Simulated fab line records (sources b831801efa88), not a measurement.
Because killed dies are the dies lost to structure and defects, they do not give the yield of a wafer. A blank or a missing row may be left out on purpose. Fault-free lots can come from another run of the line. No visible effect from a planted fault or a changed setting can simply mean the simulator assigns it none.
Which tool was responsible? / flow sky130 / 23 lots, 69 wafers sampled, at 5 steps of a route of 708

## WHAT EACH GAUGE READ, for each wafer
SKY_POLY_CUT_CD_MEAS_08: target cd 270 nm.
lot=L074; measured=day 24 11:07; on=cdSem-02; cdNm (nm)=270.7 270.8 270.1
lot=L075; measured=day 24 17:55; on=cdSem-02; cdNm (nm)=268.2 267.8 269.3
lot=L076; measured=day 25 02:16; on=cdSem-01; cdNm (nm)=271.8 272.6 271.7
lot=L077; measured=day 25 05:46; on=cdSem-01; cdNm (nm)=270.1 271.0 270.3
lot=L078; measured=day 25 22:04; on=cdSem-01; cdNm (nm)=269.7 267.6 269.7
lot=L079; measured=day 26 10:29; on=cdSem-02; cdNm (nm)=271.2 271.3 271.3
lot=L080; measured=day 26 22:37; on=cdSem-02; cdNm (nm)=267.1 267.0 267.4
lot=L081; measured=day 27 08:38; on=cdSem-01; cdNm (nm)=269.2 268.3 269.3
lot=L082; measured=day 27 14:38; on=cdSem-02; cdNm (nm)=271.1 271.6 272.2
lot=L083; measured=day 28 09:10; on=cdSem-02; cdNm (nm)=272.9 270.9 272.6
lot=L084; measured=day 28 07:01; on=cdSem-01; cdNm (nm)=270.0 270.0 269.3
lot=L085; measured=day 28 14:44; on=cdSem-02; cdNm (nm)=270.7 270.7 270.9
lot=L086; measured=day 28 18:37; on=cdSem-01; cdNm (nm)=270.8 271.6 271.5
lot=L088; measured=day 29 02:27; on=cdSem-02; cdNm (nm)=269.3 270.1 269.7
lot=L089; measured=day 29 18:16; on=cdSem-02; cdNm (nm)=269.7 269.9 270.0
lot=L090; measured=day 30 00:40; on=cdSem-01; cdNm (nm)=271.2 272.1 270.2
lot=L091; measured=day 30 06:51; on=cdSem-02; cdNm (nm)=272.3 270.9 271.6
lot=L092; measured=day 30 15:55; on=cdSem-01; cdNm (nm)=269.3 270.1 268.9
lot=L093; measured=day 30 17:56; on=cdSem-01; cdNm (nm)=271.4 272.2 273.0
lot=L094; measured=day 30 23:57; on=cdSem-01; cdNm (nm)=266.8 267.5 267.0
lot=L095; measured=day 31 12:20; on=cdSem-02; cdNm (nm)=270.3 271.4 271.1
lot=L096; measured=day 31 15:49; on=cdSem-02; cdNm (nm)=269.2 270.0 268.8
lot=L097; measured=day 32 00:20; on=cdSem-02; cdNm (nm)=268.0 269.2 268.1

## TOOL THAT RAN EACH LOT (tool first, then ch and the chambers of the sampled wafers, then the start)
lot=L074; SKY_FIELD_ISO_STRIP_16=plasmaAsher-01 ch 0,1, day 2 07:08; SKY_VT_ADJUST_HVTR_STRIP_10=plasmaAsher-02 ch 0,1, day 9 15:51; SKY_RES_PROTECT_STRIP_07=plasmaAsher-02 ch 0,1, day 15 07:34; SKY_LDD_HVN_STRIP_09=plasmaAsher-04 ch 0,1, day 20 13:40
lot=L075; SKY_FIELD_ISO_STRIP_16=plasmaAsher-01 ch 0,1, day 2 11:04; SKY_VT_ADJUST_HVTR_STRIP_10=plasmaAsher-03 ch 0,1, day 9 18:45; SKY_RES_PROTECT_STRIP_07=plasmaAsher-03 ch 0,1, day 15 13:34; SKY_LDD_HVN_STRIP_09=plasmaAsher-03 ch 0,1, day 20 20:08
lot=L076; SKY_FIELD_ISO_STRIP_16=plasmaAsher-03 ch 1, day 2 17:44; SKY_VT_ADJUST_HVTR_STRIP_10=plasmaAsher-02 ch 0,1, day 10 03:22; SKY_RES_PROTECT_STRIP_07=plasmaAsher-03 ch 1, day 16 00:47; SKY_LDD_HVN_STRIP_09=plasmaAsher-04 ch 0,1, day 21 05:13
lot=L077; SKY_FIELD_ISO_STRIP_16=plasmaAsher-02 ch 0,1, day 2 22:08; SKY_VT_ADJUST_HVTR_STRIP_10=plasmaAsher-04 ch 0,1, day 10 10:25; SKY_RES_PROTECT_STRIP_07=plasmaAsher-04 ch 0,1, day 16 05:08; SKY_LDD_HVN_STRIP_09=plasmaAsher-04 ch 0,1, day 21 09:52
lot=L078; SKY_FIELD_ISO_STRIP_16=plasmaAsher-01 ch 0,1, day 3 05:04; SKY_VT_ADJUST_HVTR_STRIP_10=plasmaAsher-03 ch 0,1, day 10 20:40; SKY_RES_PROTECT_STRIP_07=plasmaAsher-02 ch 0,1, day 16 18:52; SKY_LDD_HVN_STRIP_09=plasmaAsher-02 ch 0,1, day 22 02:43
lot=L079; SKY_FIELD_ISO_STRIP_16=plasmaAsher-01 ch 0, day 3 07:26; SKY_VT_ADJUST_HVTR_STRIP_10=plasmaAsher-02 ch 0, day 11 02:19; SKY_RES_PROTECT_STRIP_07=plasmaAsher-04 ch 0, day 17 04:17; SKY_LDD_HVN_STRIP_09=plasmaAsher-04 ch 0,1, day 22 14:09
lot=L080; SKY_FIELD_ISO_STRIP_16=plasmaAsher-01 ch 0,1, day 3 13:38; SKY_VT_ADJUST_HVTR_STRIP_10=plasmaAsher-02 ch 0,1, day 11 17:09; SKY_RES_PROTECT_STRIP_07=plasmaAsher-03 ch 0, day 17 20:37; SKY_LDD_HVN_STRIP_09=plasmaAsher-04 ch 0, day 23 03:45
lot=L081; SKY_FIELD_ISO_STRIP_16=plasmaAsher-02 ch 0, day 3 17:14; SKY_VT_ADJUST_HVTR_STRIP_10=plasmaAsher-02 ch 0,1, day 11 22:43; SKY_RES_PROTECT_STRIP_07=plasmaAsher-02 ch 1, day 18 02:40; SKY_LDD_HVN_STRIP_09=plasmaAsher-03 ch 1, day 23 10:58
lot=L082; SKY_FIELD_ISO_STRIP_16=plasmaAsher-01 ch 0,1, day 3 22:19; SKY_VT_ADJUST_HVTR_STRIP_10=plasmaAsher-02 ch 0,1, day 12 03:10; SKY_RES_PROTECT_STRIP_07=plasmaAsher-02 ch 0,1, day 18 10:49; SKY_LDD_HVN_STRIP_09=plasmaAsher-02 ch 0,1, day 23 20:06
lot=L083; SKY_FIELD_ISO_STRIP_16=plasmaAsher-02 ch 0,1, day 4 03:56; SKY_VT_ADJUST_HVTR_STRIP_10=plasmaAsher-02 ch 0,1, day 12 20:22; SKY_RES_PROTECT_STRIP_07=plasmaAsher-02 ch 0,1, day 19 06:07; SKY_LDD_HVN_STRIP_09=plasmaAsher-02 ch 0,1, day 24 15:03
lot=L084; SKY_FIELD_ISO_STRIP_16=plasmaAsher-02 ch 0,1, day 4 08:08; SKY_VT_ADJUST_HVTR_STRIP_10=plasmaAsher-04 ch 1, day 12 18:58; SKY_RES_PROTECT_STRIP_07=plasmaAsher-03 ch 0,1, day 19 05:50; SKY_LDD_HVN_STRIP_09=plasmaAsher-03 ch 1, day 24 14:07
lot=L085; SKY_FIELD_ISO_STRIP_16=plasmaAsher-03 ch 0,1, day 4 15:58; SKY_VT_ADJUST_HVTR_STRIP_10=plasmaAsher-02 ch 0,1, day 13 03:38; SKY_RES_PROTECT_STRIP_07=plasmaAsher-02 ch 0,1, day 19 15:05; SKY_LDD_HVN_STRIP_09=plasmaAsher-03 ch 0,1, day 24 20:37
lot=L086; SKY_FIELD_ISO_STRIP_16=plasmaAsher-02 ch 0, day 4 21:32; SKY_VT_ADJUST_HVTR_STRIP_10=plasmaAsher-03 ch 0,1, day 13 09:53; SKY_RES_PROTECT_STRIP_07=plasmaAsher-02 ch 0, day 19 19:44; SKY_LDD_HVN_STRIP_09=plasmaAsher-02 ch 0,1, day 25 02:13
lot=L088; SKY_FIELD_ISO_STRIP_16=plasmaAsher-03 ch 0,1, day 5 04:47; SKY_VT_ADJUST_HVTR_STRIP_10=plasmaAsher-04 ch 0,1, day 13 22:37; SKY_RES_PROTECT_STRIP_07=plasmaAsher-04 ch 0,1, day 20 06:02; SKY_LDD_HVN_STRIP_09=plasmaAsher-03 ch 0,1, day 25 10:27
lot=L089; SKY_FIELD_ISO_STRIP_16=plasmaAsher-03 ch 0,1, day 5 15:40; SKY_VT_ADJUST_HVTR_STRIP_10=plasmaAsher-04 ch 0,1, day 14 07:58; SKY_RES_PROTECT_STRIP_07=plasmaAsher-03 ch 0,1, day 20 21:56; SKY_LDD_HVN_STRIP_09=plasmaAsher-04 ch 0,1, day 26 01:42
lot=L090; SKY_FIELD_ISO_STRIP_16=plasmaAsher-03 ch 1, day 5 17:20; SKY_VT_ADJUST_HVTR_STRIP_10=plasmaAsher-04 ch 0,1, day 14 11:29; SKY_RES_PROTECT_STRIP_07=plasmaAsher-02 ch 0,1, day 21 01:46; SKY_LDD_HVN_STRIP_09=plasmaAsher-02 ch 1, day 26 08:00
lot=L091; SKY_FIELD_ISO_STRIP_16=plasmaAsher-03 ch 0,1, day 5 22:50; SKY_VT_ADJUST_HVTR_STRIP_10=plasmaAsher-04 ch 0,1, day 14 18:25; SKY_RES_PROTECT_STRIP_07=plasmaAsher-02 ch 0,1, day 21 10:08; SKY_LDD_HVN_STRIP_09=plasmaAsher-03 ch 0,1, day 26 14:48
lot=L092; SKY_FIELD_ISO_STRIP_16=plasmaAsher-01 ch 0,1, day 6 03:07; SKY_VT_ADJUST_HVTR_STRIP_10=plasmaAsher-03 ch 0,1, day 14 23:23; SKY_RES_PROTECT_STRIP_07=plasmaAsher-04 ch 0,1, day 21 20:08; SKY_LDD_HVN_STRIP_09=plasmaAsher-02 ch 0,1, day 27 00:04
lot=L093; SKY_FIELD_ISO_STRIP_16=plasmaAsher-01 ch 0,1, day 6 09:22; SKY_VT_ADJUST_HVTR_STRIP_10=plasmaAsher-03 ch 0,1, day 15 09:14; SKY_RES_PROTECT_STRIP_07=plasmaAsher-02 ch 0,1, day 22 00:29; SKY_LDD_HVN_STRIP_09=plasmaAsher-03 ch 0,1, day 27 03:32
lot=L094; SKY_FIELD_ISO_STRIP_16=plasmaAsher-01 ch 0,1, day 6 12:56; SKY_VT_ADJUST_HVTR_STRIP_10=plasmaAsher-04 ch 1, day 15 12:25; SKY_RES_PROTECT_STRIP_07=plasmaAsher-04 ch 0,1, day 22 07:37; SKY_LDD_HVN_STRIP_09=plasmaAsher-03 ch 0,1, day 27 09:46
lot=L095; SKY_FIELD_ISO_STRIP_16=plasmaAsher-01 ch 0,1, day 6 19:05; SKY_VT_ADJUST_HVTR_STRIP_10=plasmaAsher-02 ch 0,1, day 16 01:07; SKY_RES_PROTECT_STRIP_07=plasmaAsher-04 ch 0, day 22 17:25; SKY_LDD_HVN_STRIP_09=plasmaAsher-04 ch 1, day 27 18:10
lot=L096; SKY_FIELD_ISO_STRIP_16=plasmaAsher-02 ch 0,1, day 6 23:35; SKY_VT_ADJUST_HVTR_STRIP_10=plasmaAsher-02 ch 0,1, day 16 06:11; SKY_RES_PROTECT_STRIP_07=plasmaAsher-03 ch 0,1, day 23 00:13; SKY_LDD_HVN_STRIP_09=plasmaAsher-03 ch 0,1, day 28 01:33
lot=L097; SKY_FIELD_ISO_STRIP_16=plasmaAsher-01 ch 1, day 7 03:47; SKY_VT_ADJUST_HVTR_STRIP_10=plasmaAsher-02 ch 0,1, day 16 13:31; SKY_RES_PROTECT_STRIP_07=plasmaAsher-02 ch 0,1, day 23 06:49; SKY_LDD_HVN_STRIP_09=plasmaAsher-03 ch 0, day 28 08:40
- SKY_FIELD_ISO_STRIP_16: strips in O2/N2.
- SKY_VT_ADJUST_HVTR_STRIP_10: strips in O2/N2.
- SKY_RES_PROTECT_STRIP_07: strips in O2/N2.
- SKY_LDD_HVN_STRIP_09: strips in O2/N2.

## AS READ BY THE TOOLS THEMSELVES (means over the sampled wafers that have a number; for cases with no such wafer, the mark the record gives instead)
SKY_FIELD_ISO_STRIP_16.
lot=L074; tool=plasmaAsher-01; drypumpMotorCurrentA (A)=5.84; n2FlowSccm (sccm)=298.9; oesProductAu (a.u.)=0.371; stripTimeToEndpointS (s)=3.53
lot=L075; tool=plasmaAsher-01; drypumpMotorCurrentA (A)=5.76; n2FlowSccm (sccm)=300.2; oesProductAu (a.u.)=0.379; stripTimeToEndpointS (s)=3.48
lot=L076; tool=plasmaAsher-03; drypumpMotorCurrentA (A)=5.52; n2FlowSccm (sccm)=299.6; oesProductAu (a.u.)=0.377; stripTimeToEndpointS (s)=3.51
lot=L077; tool=plasmaAsher-02; drypumpMotorCurrentA (A)=6.08; n2FlowSccm (sccm)=300.8; oesProductAu (a.u.)=0.378; stripTimeToEndpointS (s)=3.53
lot=L078; tool=plasmaAsher-01; drypumpMotorCurrentA (A)=5.77; n2FlowSccm (sccm)=300.4; oesProductAu (a.u.)=0.384; stripTimeToEndpointS (s)=3.58
lot=L079; tool=plasmaAsher-01; drypumpMotorCurrentA (A)=5.93; n2FlowSccm (sccm)=300.1; oesProductAu (a.u.)=0.384; stripTimeToEndpointS (s)=3.60
lot=L080; tool=plasmaAsher-01; drypumpMotorCurrentA (A)=5.75; n2FlowSccm (sccm)=300.7; oesProductAu (a.u.)=0.381; stripTimeToEndpointS (s)=3.57
lot=L081; tool=plasmaAsher-02; drypumpMotorCurrentA (A)=5.74; n2FlowSccm (sccm)=301.4; oesProductAu (a.u.)=0.380; stripTimeToEndpointS (s)=3.59
lot=L082; tool=plasmaAsher-01; drypumpMotorCurrentA (A)=5.76; n2FlowSccm (sccm)=299.7; oesProductAu (a.u.)=0.369; stripTimeToEndpointS (s)=3.49
lot=L083; tool=plasmaAsher-02; drypumpMotorCurrentA (A)=6.09; n2FlowSccm (sccm)=299.4; oesProductAu (a.u.)=0.374; stripTimeToEndpointS (s)=3.54
lot=L084; tool=plasmaAsher-02; drypumpMotorCurrentA (A)=5.90; n2FlowSccm (sccm)=299.2; oesProductAu (a.u.)=0.378; stripTimeToEndpointS (s)=3.66
lot=L085; tool=plasmaAsher-03; drypumpMotorCurrentA (A)=5.53; n2FlowSccm (sccm)=299.6; oesProductAu (a.u.)=0.376; stripTimeToEndpointS (s)=3.50
lot=L086; tool=plasmaAsher-02; drypumpMotorCurrentA (A)=5.73; n2FlowSccm (sccm)=300.2; oesProductAu (a.u.)=0.381; stripTimeToEndpointS (s)=3.57
lot=L088; tool=plasmaAsher-03; drypumpMotorCurrentA (A)=5.52; n2FlowSccm (sccm)=299.4; oesProductAu (a.u.)=0.380; stripTimeToEndpointS (s)=3.61
lot=L089; tool=plasmaAsher-03; drypumpMotorCurrentA (A)=5.53; n2FlowSccm (sccm)=299.0; oesProductAu (a.u.)=0.376; stripTimeToEndpointS (s)=3.60
lot=L090; tool=plasmaAsher-03; drypumpMotorCurrentA (A)=5.54; n2FlowSccm (sccm)=298.7; oesProductAu (a.u.)=0.377; stripTimeToEndpointS (s)=3.55
lot=L091; tool=plasmaAsher-03; drypumpMotorCurrentA (A)=5.51; n2FlowSccm (sccm)=300.4; oesProductAu (a.u.)=0.378; stripTimeToEndpointS (s)=3.51
lot=L092; tool=plasmaAsher-01; drypumpMotorCurrentA (A)=5.77; n2FlowSccm (sccm)=300.7; oesProductAu (a.u.)=0.372; stripTimeToEndpointS (s)=3.51
lot=L093; tool=plasmaAsher-01; drypumpMotorCurrentA (A)=5.76; n2FlowSccm (sccm)=300.6; oesProductAu (a.u.)=0.377; stripTimeToEndpointS (s)=3.56
lot=L094; tool=plasmaAsher-01; drypumpMotorCurrentA (A)=5.84; n2FlowSccm (sccm)=299.6; oesProductAu (a.u.)=0.380; stripTimeToEndpointS (s)=3.59
lot=L095; tool=plasmaAsher-01; drypumpMotorCurrentA (A)=5.85; n2FlowSccm (sccm)=299.7; oesProductAu (a.u.)=0.384; stripTimeToEndpointS (s)=3.57
lot=L096; tool=plasmaAsher-02; drypumpMotorCurrentA (A)=6.08; n2FlowSccm (sccm)=300.4; oesProductAu (a.u.)=0.381; stripTimeToEndpointS (s)=3.56
lot=L097; tool=plasmaAsher-01; drypumpMotorCurrentA (A)=5.68; n2FlowSccm (sccm)=301.1; oesProductAu (a.u.)=0.378; stripTimeToEndpointS (s)=3.60

SKY_VT_ADJUST_HVTR_STRIP_10.
lot=L074; tool=plasmaAsher-02; drypumpMotorCurrentA (A)=5.9; n2FlowSccm (sccm)=299.6; oesProductAu (a.u.)=0.717; stripTimeToEndpointS (s)=14.19
lot=L075; tool=plasmaAsher-03; drypumpMotorCurrentA (A)=5.5; n2FlowSccm (sccm)=299.5; oesProductAu (a.u.)=0.717; stripTimeToEndpointS (s)=14.18
lot=L076; tool=plasmaAsher-02; drypumpMotorCurrentA (A)=6.1; n2FlowSccm (sccm)=299.5; oesProductAu (a.u.)=0.721; stripTimeToEndpointS (s)=14.22
lot=L077; tool=plasmaAsher-04; drypumpMotorCurrentA (A)=6.1; n2FlowSccm (sccm)=300.2; oesProductAu (a.u.)=0.717; stripTimeToEndpointS (s)=14.21
lot=L078; tool=plasmaAsher-03; drypumpMotorCurrentA (A)=5.5; n2FlowSccm (sccm)=300.5; oesProductAu (a.u.)=0.713; stripTimeToEndpointS (s)=14.10
lot=L079; tool=plasmaAsher-02; drypumpMotorCurrentA (A)=5.7; n2FlowSccm (sccm)=299.7; oesProductAu (a.u.)=0.712; stripTimeToEndpointS (s)=14.13
lot=L080; tool=plasmaAsher-02; drypumpMotorCurrentA (A)=6.0; n2FlowSccm (sccm)=299.7; oesProductAu (a.u.)=0.719; stripTimeToEndpointS (s)=14.17
lot=L081; tool=plasmaAsher-02; drypumpMotorCurrentA (A)=5.9; n2FlowSccm (sccm)=300.2; oesProductAu (a.u.)=0.720; stripTimeToEndpointS (s)=14.16
lot=L082; tool=plasmaAsher-02; drypumpMotorCurrentA (A)=5.9; n2FlowSccm (sccm)=299.8; oesProductAu (a.u.)=0.715; stripTimeToEndpointS (s)=14.13
lot=L083; tool=plasmaAsher-02; drypumpMotorCurrentA (A)=6.1; n2FlowSccm (sccm)=300.2; oesProductAu (a.u.)=0.717; stripTimeToEndpointS (s)=14.22
lot=L084; tool=plasmaAsher-04; drypumpMotorCurrentA (A)=6.5; n2FlowSccm (sccm)=299.6; oesProductAu (a.u.)=0.718; stripTimeToEndpointS (s)=14.15
lot=L085; tool=plasmaAsher-02; drypumpMotorCurrentA (A)=6.0; n2FlowSccm (sccm)=300.0; oesProductAu (a.u.)=0.715; stripTimeToEndpointS (s)=14.09
lot=L086; tool=plasmaAsher-03; drypumpMotorCurrentA (A)=5.5; n2FlowSccm (sccm)=299.9; oesProductAu (a.u.)=0.718; stripTimeToEndpointS (s)=14.11
lot=L088; tool=plasmaAsher-04; drypumpMotorCurrentA (A)=6.1; n2FlowSccm (sccm)=299.7; oesProductAu (a.u.)=0.714; stripTimeToEndpointS (s)=14.21
lot=L089; tool=plasmaAsher-04; drypumpMotorCurrentA (A)=6.1; n2FlowSccm (sccm)=300.4; oesProductAu (a.u.)=0.719; stripTimeToEndpointS (s)=14.17
lot=L090; tool=plasmaAsher-04; drypumpMotorCurrentA (A)=6.1; n2FlowSccm (sccm)=299.2; oesProductAu (a.u.)=0.711; stripTimeToEndpointS (s)=14.17
lot=L091; tool=plasmaAsher-04; drypumpMotorCurrentA (A)=6.2; n2FlowSccm (sccm)=299.2; oesProductAu (a.u.)=0.716; stripTimeToEndpointS (s)=14.13
lot=L092; tool=plasmaAsher-03; drypumpMotorCurrentA (A)=5.5; n2FlowSccm (sccm)=300.5; oesProductAu (a.u.)=0.719; stripTimeToEndpointS (s)=14.15
lot=L093; tool=plasmaAsher-03; drypumpMotorCurrentA (A)=5.5; n2FlowSccm (sccm)=298.6; oesProductAu (a.u.)=0.716; stripTimeToEndpointS (s)=14.12
lot=L094; tool=plasmaAsher-04; drypumpMotorCurrentA (A)=6.4; n2FlowSccm (sccm)=298.9; oesProductAu (a.u.)=0.716; stripTimeToEndpointS (s)=14.19
lot=L095; tool=plasmaAsher-02; drypumpMotorCurrentA (A)=5.9; n2FlowSccm (sccm)=299.7; oesProductAu (a.u.)=0.714; stripTimeToEndpointS (s)=14.22
lot=L096; tool=plasmaAsher-02; drypumpMotorCurrentA (A)=6.1; n2FlowSccm (sccm)=300.8; oesProductAu (a.u.)=0.713; stripTimeToEndpointS (s)=14.18
lot=L097; tool=plasmaAsher-02; drypumpMotorCurrentA (A)=6.1; n2FlowSccm (sccm)=299.8; oesProductAu (a.u.)=0.716; stripTimeToEndpointS (s)=14.15

SKY_RES_PROTECT_STRIP_07.
lot=L074; tool=plasmaAsher-02; drypumpMotorCurrentA (A)=6.1; n2FlowSccm (sccm)=299.5; oesProductAu (a.u.)=0.513; stripTimeToEndpointS (s)=23.31
lot=L075; tool=plasmaAsher-03; drypumpMotorCurrentA (A)=5.5; n2FlowSccm (sccm)=300.3; oesProductAu (a.u.)=0.514; stripTimeToEndpointS (s)=23.36
lot=L076; tool=plasmaAsher-03; drypumpMotorCurrentA (A)=5.5; n2FlowSccm (sccm)=299.7; oesProductAu (a.u.)=0.516; stripTimeToEndpointS (s)=23.37
lot=L077; tool=plasmaAsher-04; drypumpMotorCurrentA (A)=6.1; n2FlowSccm (sccm)=299.4; oesProductAu (a.u.)=0.517; stripTimeToEndpointS (s)=23.28
lot=L078; tool=plasmaAsher-02; drypumpMotorCurrentA (A)=5.9; n2FlowSccm (sccm)=299.0; oesProductAu (a.u.)=0.513; stripTimeToEndpointS (s)=23.33
lot=L079; tool=plasmaAsher-04; drypumpMotorCurrentA (A)=5.9; n2FlowSccm (sccm)=300.5; oesProductAu (a.u.)=0.519; stripTimeToEndpointS (s)=23.29
lot=L080; tool=plasmaAsher-03; drypumpMotorCurrentA (A)=5.5; n2FlowSccm (sccm)=299.6; oesProductAu (a.u.)=0.515; stripTimeToEndpointS (s)=23.33
lot=L081; tool=plasmaAsher-02; drypumpMotorCurrentA (A)=6.2; n2FlowSccm (sccm)=300.2; oesProductAu (a.u.)=0.511; stripTimeToEndpointS (s)=23.26
lot=L082; tool=plasmaAsher-02; drypumpMotorCurrentA (A)=6.1; n2FlowSccm (sccm)=299.6; oesProductAu (a.u.)=0.515; stripTimeToEndpointS (s)=23.26
lot=L083; tool=plasmaAsher-02; drypumpMotorCurrentA (A)=5.9; n2FlowSccm (sccm)=299.9; oesProductAu (a.u.)=0.513; stripTimeToEndpointS (s)=23.24
lot=L084; tool=plasmaAsher-03; drypumpMotorCurrentA (A)=5.6; n2FlowSccm (sccm)=299.4; oesProductAu (a.u.)=0.514; stripTimeToEndpointS (s)=23.31
lot=L085; tool=plasmaAsher-02; drypumpMotorCurrentA (A)=6.1; n2FlowSccm (sccm)=300.8; oesProductAu (a.u.)=0.520; stripTimeToEndpointS (s)=23.28
lot=L086; tool=plasmaAsher-02; drypumpMotorCurrentA (A)=5.7; n2FlowSccm (sccm)=299.5; oesProductAu (a.u.)=0.520; stripTimeToEndpointS (s)=23.33
lot=L088; tool=plasmaAsher-04; drypumpMotorCurrentA (A)=6.3; n2FlowSccm (sccm)=300.9; oesProductAu (a.u.)=0.521; stripTimeToEndpointS (s)=23.29
lot=L089; tool=plasmaAsher-03; drypumpMotorCurrentA (A)=5.5; n2FlowSccm (sccm)=299.8; oesProductAu (a.u.)=0.521; stripTimeToEndpointS (s)=23.25
lot=L090; tool=plasmaAsher-02; drypumpMotorCurrentA (A)=5.9; n2FlowSccm (sccm)=299.5; oesProductAu (a.u.)=0.521; stripTimeToEndpointS (s)=23.37
lot=L091; tool=plasmaAsher-02; drypumpMotorCurrentA (A)=6.1; n2FlowSccm (sccm)=300.0; oesProductAu (a.u.)=0.517; stripTimeToEndpointS (s)=23.27
lot=L092; tool=plasmaAsher-04; drypumpMotorCurrentA (A)=6.3; n2FlowSccm (sccm)=299.4; oesProductAu (a.u.)=0.516; stripTimeToEndpointS (s)=23.28
lot=L093; tool=plasmaAsher-02; drypumpMotorCurrentA (A)=5.9; n2FlowSccm (sccm)=299.3; oesProductAu (a.u.)=0.514; stripTimeToEndpointS (s)=23.20
lot=L094; tool=plasmaAsher-04; drypumpMotorCurrentA (A)=6.2; n2FlowSccm (sccm)=299.8; oesProductAu (a.u.)=0.514; stripTimeToEndpointS (s)=23.31
lot=L095; tool=plasmaAsher-04; drypumpMotorCurrentA (A)=5.9; n2FlowSccm (sccm)=299.9; oesProductAu (a.u.)=0.520; stripTimeToEndpointS (s)=23.25
lot=L096; tool=plasmaAsher-03; drypumpMotorCurrentA (A)=5.5; n2FlowSccm (sccm)=299.5; oesProductAu (a.u.)=0.516; stripTimeToEndpointS (s)=23.23
lot=L097; tool=plasmaAsher-02; drypumpMotorCurrentA (A)=6.0; n2FlowSccm (sccm)=299.9; oesProductAu (a.u.)=0.525; stripTimeToEndpointS (s)=23.22

SKY_LDD_HVN_STRIP_09.
lot=L074; tool=plasmaAsher-04; drypumpMotorCurrentA (A)=6.2; n2FlowSccm (sccm)=299.5; oesProductAu (a.u.)=0.407; stripTimeToEndpointS (s)=4.140
lot=L075; tool=plasmaAsher-03; drypumpMotorCurrentA (A)=5.5; n2FlowSccm (sccm)=300.6; oesProductAu (a.u.)=0.410; stripTimeToEndpointS (s)=4.125
lot=L076; tool=plasmaAsher-04; drypumpMotorCurrentA (A)=6.1; n2FlowSccm (sccm)=299.8; oesProductAu (a.u.)=0.408; stripTimeToEndpointS (s)=4.143
lot=L077; tool=plasmaAsher-04; drypumpMotorCurrentA (A)=6.3; n2FlowSccm (sccm)=300.2; oesProductAu (a.u.)=0.409; stripTimeToEndpointS (s)=4.121
lot=L078; tool=plasmaAsher-02; drypumpMotorCurrentA (A)=6.1; n2FlowSccm (sccm)=299.8; oesProductAu (a.u.)=0.412; stripTimeToEndpointS (s)=4.116
lot=L079; tool=plasmaAsher-04; drypumpMotorCurrentA (A)=6.2; n2FlowSccm (sccm)=300.8; oesProductAu (a.u.)=0.410; stripTimeToEndpointS (s)=4.135
lot=L080; tool=plasmaAsher-04; drypumpMotorCurrentA (A)=5.9; n2FlowSccm (sccm)=300.0; oesProductAu (a.u.)=0.410; stripTimeToEndpointS (s)=4.114
lot=L081; tool=plasmaAsher-03; drypumpMotorCurrentA (A)=5.5; n2FlowSccm (sccm)=299.9; oesProductAu (a.u.)=0.413; stripTimeToEndpointS (s)=4.145
lot=L082; tool=plasmaAsher-02; drypumpMotorCurrentA (A)=6.1; n2FlowSccm (sccm)=299.5; oesProductAu (a.u.)=0.408; stripTimeToEndpointS (s)=4.131
lot=L083; tool=plasmaAsher-02; drypumpMotorCurrentA (A)=5.9; n2FlowSccm (sccm)=300.1; oesProductAu (a.u.)=0.411; stripTimeToEndpointS (s)=4.138
lot=L084; tool=plasmaAsher-03; drypumpMotorCurrentA (A)=5.6; n2FlowSccm (sccm)=300.5; oesProductAu (a.u.)=0.406; stripTimeToEndpointS (s)=4.129
lot=L085; tool=plasmaAsher-03; drypumpMotorCurrentA (A)=5.5; n2FlowSccm (sccm)=301.5; oesProductAu (a.u.)=0.412; stripTimeToEndpointS (s)=4.129
lot=L086; tool=plasmaAsher-02; drypumpMotorCurrentA (A)=5.9; n2FlowSccm (sccm)=300.6; oesProductAu (a.u.)=0.411; stripTimeToEndpointS (s)=4.129
lot=L088; tool=plasmaAsher-03; drypumpMotorCurrentA (A)=5.5; n2FlowSccm (sccm)=299.9; oesProductAu (a.u.)=0.409; stripTimeToEndpointS (s)=4.125
lot=L089; tool=plasmaAsher-04; drypumpMotorCurrentA (A)=6.3; n2FlowSccm (sccm)=300.3; oesProductAu (a.u.)=0.408; stripTimeToEndpointS (s)=4.117
lot=L090; tool=plasmaAsher-02; drypumpMotorCurrentA (A)=6.3; n2FlowSccm (sccm)=300.0; oesProductAu (a.u.)=0.412; stripTimeToEndpointS (s)=4.135
lot=L091; tool=plasmaAsher-03; drypumpMotorCurrentA (A)=5.5; n2FlowSccm (sccm)=299.7; oesProductAu (a.u.)=0.412; stripTimeToEndpointS (s)=4.133
lot=L092; tool=plasmaAsher-02; drypumpMotorCurrentA (A)=5.9; n2FlowSccm (sccm)=300.2; oesProductAu (a.u.)=0.406; stripTimeToEndpointS (s)=4.096
lot=L093; tool=plasmaAsher-03; drypumpMotorCurrentA (A)=5.5; n2FlowSccm (sccm)=300.0; oesProductAu (a.u.)=0.408; stripTimeToEndpointS (s)=4.123
lot=L094; tool=plasmaAsher-03; drypumpMotorCurrentA (A)=5.5; n2FlowSccm (sccm)=299.6; oesProductAu (a.u.)=0.411; stripTimeToEndpointS (s)=4.150
lot=L095; tool=plasmaAsher-04; drypumpMotorCurrentA (A)=6.4; n2FlowSccm (sccm)=299.1; oesProductAu (a.u.)=0.411; stripTimeToEndpointS (s)=4.113
lot=L096; tool=plasmaAsher-03; drypumpMotorCurrentA (A)=5.5; n2FlowSccm (sccm)=299.7; oesProductAu (a.u.)=0.408; stripTimeToEndpointS (s)=4.118
lot=L097; tool=plasmaAsher-03; drypumpMotorCurrentA (A)=5.5; n2FlowSccm (sccm)=301.8; oesProductAu (a.u.)=0.406; stripTimeToEndpointS (s)=4.135

## THE ANSWER, worked out from the rows above alone
Rule: what is usual is taken from the lots themselves. The widest of any qualifying gaps counts: lots, ordered by their means at a reading, are off when they make up no more than a third of the lots, leave a main group of 4 or more, and stand apart from it by 3 or more times the standard deviation of that group's means. Not used: any main group whose means are identical at the precision the tables above print for the reading. A lot without any number at a reading at which 4 lots or more have one is off too. The other lots that the step has rows for count as sound. The gauges are gone through in route order, then the tools' own readings, and for those a lot's mean is taken as printed above. The first step at which some lot is off is used, and at that step the reading that is off furthest; a lot without a number counts as furthest.
Across all readings shown, no lot is off: no conclusion can be drawn from this.

## WHAT THE SIMULATOR HAD INSERTED
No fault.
